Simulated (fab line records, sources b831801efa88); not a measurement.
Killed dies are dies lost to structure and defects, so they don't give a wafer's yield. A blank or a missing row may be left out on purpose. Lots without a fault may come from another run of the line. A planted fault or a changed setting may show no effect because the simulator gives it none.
One fault seen from 2 desks | flow gf180mcu | each desk has only its own numbers; what lay behind them comes last

THE METROLOGY DESK
What the gauges read, lot by lot, whatever tool the lot ran on: means of the sampled wafers that have a number. A lot is out of limits, marked OUT, if its mean lies more than 4 standard deviations from the usual mean; the brackets give that distance.
Columns: A = M5_OVL at GF_M5_OVL_MEAS_08, usual -3 nm; B = V5_OVL at GF_V5_OVL_MEAS_15, usual -1 nm; C = TOP_METAL_ALCU_RS at GF_TOP_METAL_RS_MEAS_05, usual 0.0330 ohm/sq; D = TOP_METAL_ALCU_THK at GF_TOP_METAL_THK_MEAS_06, usual 886 nm
lot  | first seen here | A   | B  | C                 | D
L362 | day 26 08:20    | -3  | 1  | 0.0325            | 893
L363 | day 26 20:59    | -11 | 13 | 0.0326            | 904
L364 | day 26 23:14    | 2   | -4 | 0.0332            | 882
L365 | day 27 09:56    | -1  | 4  | 0.0327            | 890
L366 | day 27 13:42    | -3  | 2  | 0.0332            | 875
L373 | day 29 20:04    | -7  | -4 | 0.0371 (+8.5) OUT | 804 (-5.9) OUT
L377 | day 31 02:45    | 3   | 1  | 0.0337            | 862
L378 | day 31 05:48    | -3  | 3  | 0.0328            | 896
L379 | day 31 16:49    | 0   | 1  | 0.0327            | 889
L380 | day 31 17:05    | 0   | -1 | 0.0332            | 881
L381 | day 31 21:08    | -4  | -1 | 0.0331            | 879
L383 | day 32 09:56    | -9  | 11 | 0.0327            | 896
This desk's finding: out of limits on L373; first on L373, day 30 17:13 (TOP_METAL_ALCU_RS at GF_TOP_METAL_RS_MEAS_05). In limits: L362, L363, L364, L365, L366, L377, L378, L379, L380, L381, L383.

THE TOOL OWNER'S DESK: pvd_sputter-02
The tool's own readings at GF_TOP_METAL_SPUTTER_02 (material AlCu, target thk 900 nm, time 47.82 s): means of the sampled wafers that have a number, for each lot that ran on this tool. A lot is out of limits, marked OUT, if its mean lies more than 4 standard deviations from the usual mean; the brackets give that distance.
Columns: A = cathode_dc_power_W at GF_TOP_METAL_SPUTTER_02, usual 10600 W; B = throttle_valve_pct at GF_TOP_METAL_SPUTTER_02, usual 29.5 %
lot  | first seen here | A     | B
L362 | day 27 07:58    | 10598 | 29.0
L364 | day 27 22:51    | 10598 | 29.1
L366 | day 28 13:08    | 10600 | 29.6
L373 | day 30 17:07    | 10601 | 28.8
This desk's finding: nothing out of limits on any of the 4 lots.

PUT TOGETHER
The metrology desk could have raised an alarm at day 30 17:13, on L373.
The tool owner's desk saw nothing out of limits.
The tool owner's desk has L373 on record, within its limits.
Of the lots named, all ran GF_TOP_METAL_SPUTTER_02 on pvd_sputter-02.

WHAT THE SIMULATOR HAD PUT IN
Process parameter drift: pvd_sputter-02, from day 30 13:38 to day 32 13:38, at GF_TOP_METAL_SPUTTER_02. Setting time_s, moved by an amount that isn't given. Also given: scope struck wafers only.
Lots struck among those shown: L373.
Hours from the fault's start to each desk's first reading out of limits: the metrology desk, 4.
